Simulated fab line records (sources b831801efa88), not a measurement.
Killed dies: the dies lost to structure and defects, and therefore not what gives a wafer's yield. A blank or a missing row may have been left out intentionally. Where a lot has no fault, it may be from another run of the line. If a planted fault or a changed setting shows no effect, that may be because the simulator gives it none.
fab line records -- flow sky130
record lots=15, wafers=45, lastDay=50
route steps=708 shown FIELD_ISO@28 VT_ADJUST_LVTN@104 VT_ADJUST_HVTR@141
lots that met no fault: from a run of the same line without faults
startH: hours from the record's first day to the start of the lot's first wafer shown -- waitH: time in hours since the lot's previous step -- " identical to the entry in the row above -- L1.1+2: a single row standing in for several wafers -- - value missing, or start not given -- * or withheld: withheld -- < > ~ a bound
route shown NAME@n: a module of which the file shows steps, and the number in the route of the first -- usual: average and standard deviation across the fault-free wafers -- same: alike in all rows -- chamber/n: place in a boat -- sites: the reading at each site -- _std_site: how widely they spread, as a standard deviation -- _edge_site: the outer-site mean with the inner-site mean subtracted -- radiusMm: how far each site lies from the wafer's centre -- mask NAME#n: copy n -- behind: the tool/chamber that last shaped the wafer -- hold: reason for holding the lot/hours on hold/outcome of the hold -- device: which transistor (n, p or np) failed to switch -- end of line: the tests these same wafers got at the end of their route -- where a step has no rows: the recipe by itself -- killed: count of dies lost to structure and defects at first sort (not the wafer's yield) -- map: dies across one wafer; x = killed, . = not, _ = none there
set.NAME: the run value of the setting; set.NAME@STEP: its run value at that earlier step -- model.NAME: the simulator's own value behind a step, which no gauge read
the route's steps for a sample of lots (tables are steps, rows are wafers)
services: when a tool's chamber went out of use (startH, in hours from the record's first day, below 0 if earlier), for how many hours, and the reason
## steps
# step SKY_FIELD_ISO_CMP_27
# recipe stopOn=Si3N4, tOverpolishS=16, downForcePsi=4, platenRpm=60, targetThkNm=457.8, padVelocityMS=0.94248
# usual motorCurrentA=11.5/1.2, overpolishRunS=16.000/0.0094, slurryFilterDpKPa=13.51/0.15, timeToEndpointS=111/5.6
# same tOverpolishS=16
lot.wafer,tool,chamber,startH,waitH,motorCurrentA,overpolishRunS,slurryFilterDpKPa,timeToEndpointS
L108.1,cmp-02,2,32.57,0.1,10.4,16.019,13.51,117
L108.2,cmp-02,0,32.57,0.1,12.3,15.984,13.39,106
L108.6,cmp-02,1,32.57,0.1,11.6,16.004,13.30,113
L111.4,cmp-02,2,49.58,0.1,10.6,15.990,13.33,114
L111.2,cmp-02,3,49.58,0.1,9.9,15.990,13.50,118
L111.5,cmp-02,2,49.58,0.1,10.7,15.998,13.55,111
L112.1,cmp-01,1,53.35,0.1,11.5,16.015,13.54,112
L112.3,cmp-01,0,53.35,0.1,10.3,15.992,13.42,109
L112.5,cmp-01,1,53.35,0.1,10.9,16.021,13.31,119
L113.4,cmp-02,1,58.37,0.0,11.7,16.003,13.44,121
L113.1,cmp-02,3,58.37,0.0,9.9,15.993,13.67,124
L113.6,cmp-02,2,58.37,0.0,10.5,15.992,13.54,120
L117.2,cmp-02,0,82.79,0.0,13.0,15.991,13.43,101
L117.1,cmp-02,1,82.79,0.0,11.4,16.003,13.45,102
L117.6,cmp-02,1,82.79,0.0,11.5,15.998,13.64,106
L121.4,cmp-01,0,103.35,0.0,10.4,15.998,13.60,106
L121.1,cmp-01,3,103.35,0.0,12.0,15.998,13.22,110
L121.5,cmp-01,0,103.35,0.0,10.1,15.989,13.43,106
L123.2,cmp-02,3,114.05,0.1,9.6,16.009,13.42,118
L123.3,cmp-02,0,114.05,0.1,12.9,15.989,13.39,100
L123.5,cmp-02,1,114.05,0.1,12.0,15.999,13.58,115
L124.2,cmp-02,0,120.47,0.1,13.4,16.000,13.65,102
L124.1,cmp-02,1,120.47,0.1,11.4,15.997,13.77,108
L124.5,cmp-02,0,120.47,0.1,12.7,15.994,13.64,104
L125.2,cmp-02,1,121.92,0.0,10.8,16.016,13.61,111
L125.1,cmp-02,0,121.92,0.0,12.7,15.992,13.59,106
L125.5,cmp-02,1,121.92,0.0,11.3,16.004,13.63,110
L126.1,cmp-02,1,129.46,0.1,11.8,15.993,13.65,110
L126.4,cmp-02,2,129.46,0.1,10.5,16.004,13.62,108
L126.6,cmp-02,0,129.46,0.1,12.9,16.001,13.29,104
L127.1,cmp-02,2,135.67,0.1,10.2,16.013,13.59,113
L127.2,cmp-02,3,135.67,0.1,9.8,16.007,13.44,113
L127.3,cmp-02,0,135.67,0.1,13.5,15.998,13.28,99
L128.2,cmp-02,2,139.10,0.1,10.2,16.012,13.56,107
L128.1,cmp-02,0,139.10,0.1,13.6,15.990,13.65,95
L128.6,cmp-02,2,139.10,0.1,10.7,15.992,13.40,105
L129.1,cmp-02,1,146.02,0.0,11.6,15.993,13.49,103
L129.2,cmp-02,0,146.02,0.0,13.0,16.006,13.25,100
L129.6,cmp-02,2,146.02,0.0,11.0,16.002,13.66,109
L130.1,cmp-01,2,157.48,0.0,14.2,16.009,13.52,113
L130.3,cmp-01,1,157.48,0.0,11.0,15.995,13.36,113
L130.5,cmp-01,3,157.48,0.0,11.8,16.000,13.47,109
L131.4,cmp-02,2,157.53,0.1,11.0,15.986,13.35,115
L131.3,cmp-02,3,157.53,0.1,9.7,16.022,13.49,122
L131.5,cmp-02,1,157.53,0.1,11.5,15.990,13.60,116
# step SKY_VT_ADJUST_LVTN_OVL_MEAS_07
# usual VT_ADJUST_LVTN_OVL=-0.3/1.3
lot.wafer,tool,chamber,startH,waitH,VT_ADJUST_LVTN_OVL[nm]
L108.1,overlay-01,-,140.73,-,-0.6
L108.2,overlay-01,-,140.73,-,-1.2
L108.6,overlay-01,-,140.73,-,-2.0
L111.2,overlay-02,-,160.97,-,1.2
L111.4,overlay-02,-,160.97,-,0.2
L111.5,overlay-02,-,160.97,-,-1.4
L112.1,overlay-01,-,164.22,-,0.8
L112.3,overlay-01,-,164.22,-,1.6
L112.5,overlay-01,-,164.22,-,0.3
L113.1,overlay-01,-,176.22,-,1.4
L113.4,overlay-01,-,176.22,-,-1.4
L113.6,overlay-01,-,176.22,-,1.0
L117.1,overlay-02,-,203.57,-,-0.9
L117.2,overlay-02,-,203.57,-,-0.9
L117.6,overlay-02,-,203.57,-,-0.1
L121.1,overlay-02,-,230.02,-,0.2
L121.4,overlay-02,-,230.02,-,-1.1
L121.5,overlay-02,-,230.02,-,-0.7
L123.2,overlay-02,-,242.48,-,-1.7
L123.3,overlay-02,-,242.48,-,-0.5
L123.5,overlay-02,-,242.48,-,-2.2
L124.1,overlay-01,-,249.37,-,1.5
L124.2,overlay-01,-,249.37,-,1.7
L124.5,overlay-01,-,249.37,-,1.2
L125.1,overlay-02,-,250.07,-,-0.6
L125.2,overlay-02,-,250.07,-,0.1
L125.5,overlay-02,-,250.07,-,2.8
L126.1,overlay-02,-,259.96,-,-2.5
L126.4,overlay-02,-,259.96,-,-2.8
L126.6,overlay-02,-,259.96,-,-3.8
L127.1,overlay-02,-,269.26,-,1.0
L127.2,overlay-02,-,269.26,-,0.7
L127.3,overlay-02,-,269.26,-,0.7
L128.1,overlay-02,-,271.02,-,-0.3
L128.2,overlay-02,-,271.02,-,1.9
L128.6,overlay-02,-,271.02,-,0.3
L129.1,overlay-01,-,288.22,-,-2.0
L129.2,overlay-01,-,288.22,-,-2.1
L129.6,overlay-01,-,288.22,-,-1.5
L130.1,overlay-01,-,302.56,-,0.7
L130.3,overlay-01,-,302.56,-,-0.1
L130.5,overlay-01,-,302.56,-,1.1
L131.3,overlay-01,-,302.93,-,-1.1
L131.4,overlay-01,-,302.93,-,-0.9
L131.5,overlay-01,-,302.93,-,-0.9
# step SKY_VT_ADJUST_LVTN_STRIP_09
# recipe chemistry=O2/N2, powerW=1400, pressureMtorr=1500, platenTempC=withheld, o2FlowSccm=3000, n2FlowSccm=300, overashFraction=0.5
# usual chamberPressureMTorr=1500.0/1.4, drypumpMotorCurrentA=5.8/0.49, oesProductAu=0.722/0.0042, stripTimeToEndpointS=36.93/0.12
lot.wafer,tool,chamber,startH,waitH,chamberPressureMTorr,drypumpMotorCurrentA,oesProductAu,rfHoursCounterH,stripTimeToEndpointS
L108.1,plasmaAsher-01,0,140.91,0.1,1500.0,5.2,0.718,45,36.91
L108.2,plasmaAsher-01,1,140.91,0.1,1499.1,5.2,0.719,45,36.93
L108.6,plasmaAsher-01,1,140.91,0.1,1500.0,5.1,0.722,-,36.96
L111.2,plasmaAsher-01,1,161.22,0.1,-,-,-,-,-
L111.4,plasmaAsher-01,1,161.22,0.1,-,-,-,-,-
L111.5,plasmaAsher-01,0,161.22,0.1,-,-,-,-,-
L112.1,plasmaAsher-04,1,164.41,0.1,-,-,-,-,-
L112.3,plasmaAsher-04,0,164.41,0.1,-,-,-,-,-
L112.5,plasmaAsher-04,0,164.41,0.1,-,-,-,-,-
L113.1,plasmaAsher-01,1,176.41,0.1,-,-,-,-,-
L113.4,plasmaAsher-01,1,176.41,0.1,-,-,-,-,-
L113.6,plasmaAsher-01,1,176.41,0.1,-,-,-,-,-
L117.1,plasmaAsher-03,0,203.76,0.1,1500.4,5.9,0.723,8,36.84
L117.2,plasmaAsher-03,1,203.76,0.1,1500.9,6.5,0.725,8,36.96
L117.6,plasmaAsher-03,0,203.76,0.1,1499.8,5.9,0.717,-,36.93
L121.1,plasmaAsher-01,0,230.21,0.1,1499.7,5.2,0.723,54,36.90
L121.4,plasmaAsher-01,1,230.21,0.1,1500.5,5.2,0.723,-,36.87
L121.5,plasmaAsher-01,0,230.21,0.1,1499.6,5.2,0.722,-,36.94
L123.2,plasmaAsher-03,1,242.81,0.1,1498.4,6.5,0.725,12,37.11
L123.3,plasmaAsher-03,1,242.81,0.1,1500.7,6.5,0.720,-,37.01
L123.5,plasmaAsher-03,0,242.81,0.1,1499.2,5.9,0.719,-,37.03
L124.1,plasmaAsher-04,0,249.56,0.1,1499.3,6.1,0.723,53,36.83
L124.2,plasmaAsher-04,1,249.56,0.1,1502.3,6.0,0.721,53,36.85
L124.5,plasmaAsher-04,0,249.56,0.1,1498.4,6.1,0.726,-,36.87
L125.1,plasmaAsher-01,1,250.26,0.1,1500.6,5.2,0.721,56,36.82
L125.2,plasmaAsher-01,0,250.26,0.1,1499.3,5.2,0.725,56,36.85
L125.5,plasmaAsher-01,0,250.26,0.1,1499.0,5.2,0.727,-,36.76
L126.1,plasmaAsher-01,1,260.15,0.1,1499.3,5.2,0.718,57,36.92
L126.4,plasmaAsher-01,1,260.15,0.1,1501.3,5.2,0.727,-,36.86
L126.6,plasmaAsher-01,1,260.15,0.1,1502.7,5.2,0.719,-,36.91
L127.1,plasmaAsher-03,0,269.45,0.1,1498.1,5.9,0.724,14,37.29
L127.2,plasmaAsher-03,1,269.45,0.1,1500.4,6.5,0.726,14,37.13
L127.3,plasmaAsher-03,1,269.45,0.1,1501.6,6.5,0.720,-,37.10
L128.1,plasmaAsher-03,0,271.21,0.1,1500.9,5.9,0.719,14,36.86
L128.2,plasmaAsher-03,1,271.21,0.1,1501.4,6.5,0.713,14,36.71
L128.6,plasmaAsher-03,1,271.21,0.1,1496.3,6.5,0.734,-,36.87
L129.1,plasmaAsher-03,1,288.41,0.1,1500.5,6.5,0.727,16,36.89
L129.2,plasmaAsher-03,0,288.41,0.1,1498.5,5.9,0.715,16,37.00
L129.6,plasmaAsher-03,1,288.41,0.1,1500.1,6.5,0.730,-,36.98
L130.1,plasmaAsher-03,1,302.75,0.1,1498.0,6.5,0.725,18,36.70
L130.3,plasmaAsher-03,1,302.75,0.1,1499.4,6.5,0.721,-,36.72
L130.5,plasmaAsher-03,0,302.75,0.1,1497.9,5.9,0.714,-,36.80
L131.3,plasmaAsher-03,0,303.13,0.1,1500.8,5.9,0.723,-,36.97
L131.4,plasmaAsher-03,1,303.13,0.1,1499.9,6.5,0.719,-,36.95
L131.5,plasmaAsher-03,1,303.13,0.1,1501.7,6.5,0.724,-,37.02
# step SKY_VT_ADJUST_LVTN_STRIP_20
# recipe chemistry=O2/N2, powerW=1400, pressureMtorr=1500, platenTempC=withheld, o2FlowSccm=3000, n2FlowSccm=300, overashFraction=0.5
# usual chamberPressureMTorr=1500.1/1.3, drypumpMotorCurrentA=5.7/0.51, oesProductAu=0.716/0.0041, stripTimeToEndpointS=14.18/0.05
lot.wafer,tool,chamber,startH,waitH,chamberPressureMTorr,drypumpMotorCurrentA,oesProductAu,rfHoursCounterH,stripTimeToEndpointS
L108.1,plasmaAsher-03,1,160.15,0.1,1497.7,6.5,0.722,4,14.19
L108.2,plasmaAsher-03,0,160.15,0.1,1500.5,5.9,0.715,4,14.22
L108.6,plasmaAsher-03,1,160.15,0.1,1500.5,6.5,0.718,-,14.21
L111.2,plasmaAsher-04,1,180.56,0.1,1499.7,6.0,0.729,47,58.74
L111.4,plasmaAsher-04,1,180.56,0.1,1498.0,6.1,0.726,-,58.75
L111.5,plasmaAsher-04,1,180.56,0.1,1501.2,6.0,0.726,-,58.70
L112.1,plasmaAsher-03,1,184.91,0.1,1497.7,6.5,0.735,6,58.61
L112.3,plasmaAsher-03,0,184.91,0.1,1499.5,5.8,0.731,-,58.48
L112.5,plasmaAsher-03,0,184.91,0.1,1502.4,5.9,0.726,-,58.57
L113.1,plasmaAsher-01,1,197.90,0.1,1500.4,5.2,0.731,51,58.58
L113.4,plasmaAsher-01,0,197.90,0.1,1501.2,5.2,0.730,-,58.52
L113.6,plasmaAsher-01,1,197.90,0.1,1500.4,5.2,0.736,-,58.59
L117.1,plasmaAsher-03,1,225.35,0.1,1499.2,6.5,0.719,10,14.21
L117.2,plasmaAsher-03,0,225.35,0.1,1500.4,5.9,0.718,10,14.18
L117.6,plasmaAsher-03,0,225.35,0.1,1499.3,5.9,0.719,-,14.21
L121.1,plasmaAsher-01,1,253.81,0.1,1499.5,5.2,0.720,56,14.19
L121.4,plasmaAsher-01,1,253.81,0.1,1500.0,5.2,0.714,-,14.21
L121.5,plasmaAsher-01,1,253.81,0.1,1500.3,5.2,0.713,-,14.17
L123.2,plasmaAsher-03,1,267.15,0.1,1498.8,6.5,0.712,14,14.27
L123.3,plasmaAsher-03,1,267.15,0.1,1501.5,6.5,0.711,-,14.25
L123.5,plasmaAsher-03,1,267.15,0.1,1499.3,6.5,0.717,-,14.25
L124.1,plasmaAsher-01,1,274.30,0.1,1502.3,5.2,0.713,58,14.24
L124.2,plasmaAsher-01,0,274.30,0.1,1499.8,5.2,0.717,58,14.23
L124.5,plasmaAsher-01,0,274.30,0.1,1501.7,5.2,0.718,-,14.26
L125.1,plasmaAsher-04,1,275.11,0.1,1499.2,6.0,0.714,56,14.16
L125.2,plasmaAsher-04,0,275.11,0.1,1500.2,6.0,0.718,56,14.22
L125.5,plasmaAsher-04,0,275.11,0.1,1499.5,6.1,0.719,-,14.23
L126.1,plasmaAsher-01,1,285.26,0.1,1499.4,5.2,0.718,59,14.28
L126.4,plasmaAsher-01,0,285.26,0.1,1501.0,5.2,0.723,-,14.28
L126.6,plasmaAsher-01,1,285.26,0.1,1503.2,5.2,0.720,-,14.29
L127.1,plasmaAsher-04,0,295.01,0.1,1500.7,6.1,0.716,58,14.23
L127.2,plasmaAsher-04,1,295.01,0.1,1497.7,6.1,0.712,58,14.20
L127.3,plasmaAsher-04,1,295.01,0.1,1499.5,6.1,0.711,-,14.22
L128.1,plasmaAsher-01,0,296.56,0.1,1501.5,5.3,0.720,60,14.13
L128.2,plasmaAsher-01,1,296.56,0.1,1500.2,5.2,0.717,60,14.13
L128.6,plasmaAsher-01,1,296.56,0.1,1501.5,5.2,0.712,-,14.14
L129.1,plasmaAsher-03,1,314.51,0.1,1500.7,6.5,0.715,19,14.19
L129.2,plasmaAsher-03,0,314.51,0.1,1498.6,5.9,0.722,19,14.19
L129.6,plasmaAsher-03,1,314.51,0.1,1501.3,6.5,0.712,-,14.13
L130.1,plasmaAsher-03,1,329.46,0.1,1499.9,6.5,0.718,20,14.14
L130.3,plasmaAsher-03,0,329.46,0.1,1498.7,5.9,0.711,-,14.16
L130.5,plasmaAsher-03,1,329.46,0.1,1498.4,6.5,0.716,-,14.13
L131.3,plasmaAsher-01,1,329.73,0.1,1498.4,5.2,0.717,-,14.16
L131.4,plasmaAsher-01,0,329.73,0.1,1500.9,5.3,0.720,-,14.19
L131.5,plasmaAsher-01,1,329.73,0.1,1499.6,5.2,0.718,-,14.18
# step SKY_VT_ADJUST_LVTN_TW_MEAS_21
# usual VT_ADJUST_LVTN_2_TW=189.5/0.97
lot.wafer,tool,chamber,startH,waitH,VT_ADJUST_LVTN_2_TW
L108.1,filmMetro-04,-,160.25,0.1,189.4
L108.2,filmMetro-04,-,160.25,0.1,190.0
L108.6,filmMetro-04,-,160.25,0.1,190.1
L111.2,filmMetro-04,-,180.67,0.1,30.3
L111.4,filmMetro-04,-,180.67,0.1,30.3
L111.5,filmMetro-04,-,180.67,0.1,30.3
L112.1,filmMetro-04,-,185.01,0.1,30.2
L112.3,filmMetro-04,-,185.01,0.1,30.2
L112.5,filmMetro-04,-,185.01,0.1,30.2
L113.1,filmMetro-04,-,198.00,0.1,30.3
L113.4,filmMetro-04,-,198.00,0.1,30.1
L113.6,filmMetro-04,-,198.00,0.1,30.1
L117.1,filmMetro-02,-,225.45,0.1,188.8
L117.2,filmMetro-02,-,225.45,0.1,187.6
L117.6,filmMetro-02,-,225.45,0.1,188.3
L121.1,filmMetro-04,-,253.91,0.1,189.4
L121.4,filmMetro-04,-,253.91,0.1,189.7
L121.5,filmMetro-04,-,253.91,0.1,189.8
L123.2,filmMetro-04,-,267.26,0.1,190.7
L123.3,filmMetro-04,-,267.26,0.1,190.3
L123.5,filmMetro-04,-,267.26,0.1,189.6
L124.1,filmMetro-01,-,274.40,0.1,190.4
L124.2,filmMetro-01,-,274.40,0.1,190.4
L124.5,filmMetro-01,-,274.40,0.1,190.6
L125.1,filmMetro-04,-,275.21,0.1,189.5
L125.2,filmMetro-04,-,275.21,0.1,190.4
L125.5,filmMetro-04,-,275.21,0.1,189.5
L126.1,filmMetro-04,-,285.36,0.1,189.7
L126.4,filmMetro-04,-,285.36,0.1,189.4
L126.6,filmMetro-04,-,285.36,0.1,189.9
L127.1,filmMetro-02,-,295.11,0.1,188.9
L127.2,filmMetro-02,-,295.11,0.1,187.9
L127.3,filmMetro-02,-,295.11,0.1,188.5
L128.1,filmMetro-02,-,296.66,0.1,188.8
L128.2,filmMetro-02,-,296.66,0.1,188.2
L128.6,filmMetro-02,-,296.66,0.1,188.3
L129.1,filmMetro-01,-,314.61,0.1,190.5
L129.2,filmMetro-01,-,314.61,0.1,190.2
L129.6,filmMetro-01,-,314.61,0.1,190.1
L130.1,filmMetro-04,-,329.56,0.1,189.9
L130.3,filmMetro-04,-,329.56,0.1,189.0
L130.5,filmMetro-04,-,329.56,0.1,189.5
L131.3,filmMetro-04,-,329.82,0.1,189.7
L131.4,filmMetro-04,-,329.82,0.1,189.5
L131.5,filmMetro-04,-,329.82,0.1,188.9
# step SKY_VT_ADJUST_HVTR_STRIP_10
# recipe chemistry=O2/N2, powerW=1400, pressureMtorr=1500, platenTempC=withheld, o2FlowSccm=3000, n2FlowSccm=300, overashFraction=0.5
# usual chamberPressureMTorr=1500.2/1.4, drypumpMotorCurrentA=5.6/0.38, oesProductAu=0.715/0.0048, stripTimeToEndpointS=14.17/0.038
lot.wafer,tool,chamber,startH,waitH,chamberPressureMTorr,drypumpMotorCurrentA,oesProductAu,rfHoursCounterH,stripTimeToEndpointS
L108.1,plasmaAsher-01,0,200.65,0.1,1499.2,5.2,0.717,51,14.15
L108.2,plasmaAsher-01,1,200.65,0.1,1501.4,5.2,0.707,51,14.16
L108.6,plasmaAsher-01,0,200.65,0.1,1501.8,5.2,0.718,-,14.18
L111.2,plasmaAsher-04,0,223.99,0.1,1499.8,6.0,0.711,51,14.14
L111.4,plasmaAsher-04,0,223.99,0.1,1501.1,6.0,0.714,-,14.15
L111.5,plasmaAsher-04,0,223.99,0.1,1500.6,6.1,0.719,-,14.09
L112.1,plasmaAsher-02,0,229.98,0.1,1498.8,5.9,0.717,42,14.17
L112.3,plasmaAsher-02,0,229.98,0.1,1497.8,5.9,0.716,-,14.13
L112.5,plasmaAsher-02,1,229.98,0.1,1500.4,5.5,0.708,-,14.15
L113.1,plasmaAsher-01,1,243.08,0.1,1499.6,5.2,0.712,55,14.15
L113.4,plasmaAsher-01,0,243.08,0.1,1498.8,5.2,0.720,-,14.15
L113.6,plasmaAsher-01,1,243.08,0.1,1502.4,5.2,0.727,-,14.16
L117.1,plasmaAsher-04,1,272.98,0.1,1499.8,6.1,0.718,55,14.17
L117.2,plasmaAsher-04,0,272.98,0.1,1500.6,6.0,0.714,55,14.16
L117.6,plasmaAsher-04,1,272.98,0.1,1501.2,6.0,0.722,-,14.16
L121.1,plasmaAsher-01,1,305.33,0.1,1502.2,5.2,0.724,61,14.18
L121.4,plasmaAsher-01,0,305.33,0.1,1502.1,5.2,0.719,-,14.22
L121.5,plasmaAsher-01,1,305.33,0.1,1498.6,5.2,0.710,-,14.22
L123.2,plasmaAsher-01,1,318.33,0.1,1500.2,5.1,0.713,62,14.16
L123.3,plasmaAsher-01,0,318.33,0.1,1497.7,5.2,0.715,-,14.19
L123.5,plasmaAsher-01,0,318.33,0.1,1498.3,5.2,0.722,-,14.17
L124.1,plasmaAsher-04,1,326.63,0.1,1498.3,6.1,0.708,61,14.15
L124.2,plasmaAsher-04,0,326.63,0.1,1499.0,6.0,0.708,61,14.20
L124.5,plasmaAsher-04,0,326.63,0.1,1500.8,6.0,0.721,-,14.16
L125.1,plasmaAsher-01,1,326.89,0.1,1499.6,5.1,0.714,63,14.16
L125.2,plasmaAsher-01,0,326.89,0.1,1502.1,5.2,0.715,63,14.13
L125.5,plasmaAsher-01,1,326.89,0.1,1499.4,5.2,0.711,-,14.14
L126.1,plasmaAsher-02,1,337.38,0.1,1499.3,5.5,0.712,52,14.18
L126.4,plasmaAsher-02,1,337.38,0.1,1499.8,5.5,0.711,-,14.15
L126.6,plasmaAsher-02,0,337.38,0.1,1497.3,5.8,0.709,-,14.13
L127.1,plasmaAsher-04,1,348.54,0.1,1500.8,6.1,0.712,63,14.18
L127.2,plasmaAsher-04,0,348.54,0.1,1501.5,6.1,0.715,63,14.15
L127.3,plasmaAsher-04,1,348.54,0.1,1502.1,6.1,0.714,-,14.16
L128.1,plasmaAsher-01,1,349.96,0.1,1501.0,5.2,0.715,65,14.14
L128.2,plasmaAsher-01,0,349.96,0.1,1498.6,5.2,0.721,65,14.13
L128.6,plasmaAsher-01,0,349.96,0.1,1499.7,5.2,0.720,-,14.16
L129.1,plasmaAsher-01,0,370.94,0.1,1500.5,5.2,0.714,68,14.14
L129.2,plasmaAsher-01,1,370.94,0.1,1501.0,5.2,0.706,68,14.07
L129.6,plasmaAsher-01,1,370.94,0.1,1500.8,5.2,0.721,-,14.14
L130.1,plasmaAsher-04,1,387.28,0.1,1501.2,6.1,0.714,67,14.26
L130.3,plasmaAsher-04,1,387.28,0.1,1500.1,6.1,0.718,-,14.22
L130.5,plasmaAsher-04,1,387.28,0.1,1501.3,6.1,0.713,-,14.17
L131.3,plasmaAsher-01,1,387.61,0.1,1498.0,5.2,0.715,-,14.16
L131.4,plasmaAsher-01,0,387.61,0.1,1498.1,5.2,0.711,-,14.16
L131.5,plasmaAsher-01,1,387.61,0.1,1501.6,5.2,0.720,-,14.12
## services
tool,chamber,startH,hours,kind
cmp-02,-,36.97,0.5,repair
cmp-02,-,64.00,4.0,pm
plasmaAsher-04,-,90.46,3.3,repair
plasmaAsher-01,-,94.15,0.7,repair
cmp-01,-,97.35,1.5,repair
plasmaAsher-01,-,106.33,10.0,pm
plasmaAsher-03,-,108.75,9.0,pm
cmp-02,-,116.01,3.5,pm
cmp-01,-,128.36,2.2,repair
cmp-01,-,132.88,0.3,repair
plasmaAsher-03,-,154.01,2.8,pm
cmp-01,-,155.35,1.9,repair
cmp-01,-,164.54,0.9,repair
cmp-02,-,180.13,0.6,repair
cmp-01,-,232.00,4.0,pm
plasmaAsher-03,-,239.51,0.7,repair
cmp-02,-,304.72,0.4,repair
cmp-01,-,317.17,3.7,repair
cmp-01,-,320.82,4.2,pm
plasmaAsher-01,-,335.35,4.2,repair
plasmaAsher-03,-,336.64,6.1,repair
plasmaAsher-04,-,338.96,2.3,repair
cmp-02,-,342.25,3.1,repair
cmp-02,-,361.17,0.8,repair
## key
firstSign step=SKY_VT_ADJUST_LVTN_STRIP_09, reading=toolRecord, direction=missing
effect step=SKY_VT_ADJUST_LVTN_STRIP_20, reading=stripTimeToEndpointS, direction=up, sigmas=99+, usual=*, struck=*
effect step=SKY_VT_ADJUST_LVTN_TW_MEAS_21, reading=VT_ADJUST_LVTN_2_TW, direction=down, sigmas=99+, usual=189.5, struck=30.2
metAt SKY_VT_ADJUST_LVTN_STRIP_09
struckLots L111,L112,L113
sortLeftOut L111.2,L111.4,L111.5,L112.1,L112.3,L112.5,L113.1,L113.4,L113.6
testerLeftOut L111,L112,L113
notActingAt SKY_FIELD_ISO_CMP_27,SKY_VT_ADJUST_LVTN_OVL_MEAS_07,SKY_VT_ADJUST_HVTR_STRIP_10
onsetBetween 140.91 161.22
fault kind=skippedStepWhole, tool=plasmaAsher-01,plasmaAsher-04, chamber=-, onsetH=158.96, steps=SKY_VT_ADJUST_LVTN_STRIP_09, scope=struckLotsOnly
# testerLeftOut: of these lots the tester's yield and bins aren't shown, on N5 and GAA mostly nor the transistor test; their killed dies are dies lost to structure and defects alone, not to doping, threshold or leakage, so they don't give the yield
# sortLeftOut: the simulated sort isn't trusted on such a fault, so these wafers' sort isn't shown, and their yield isn't known
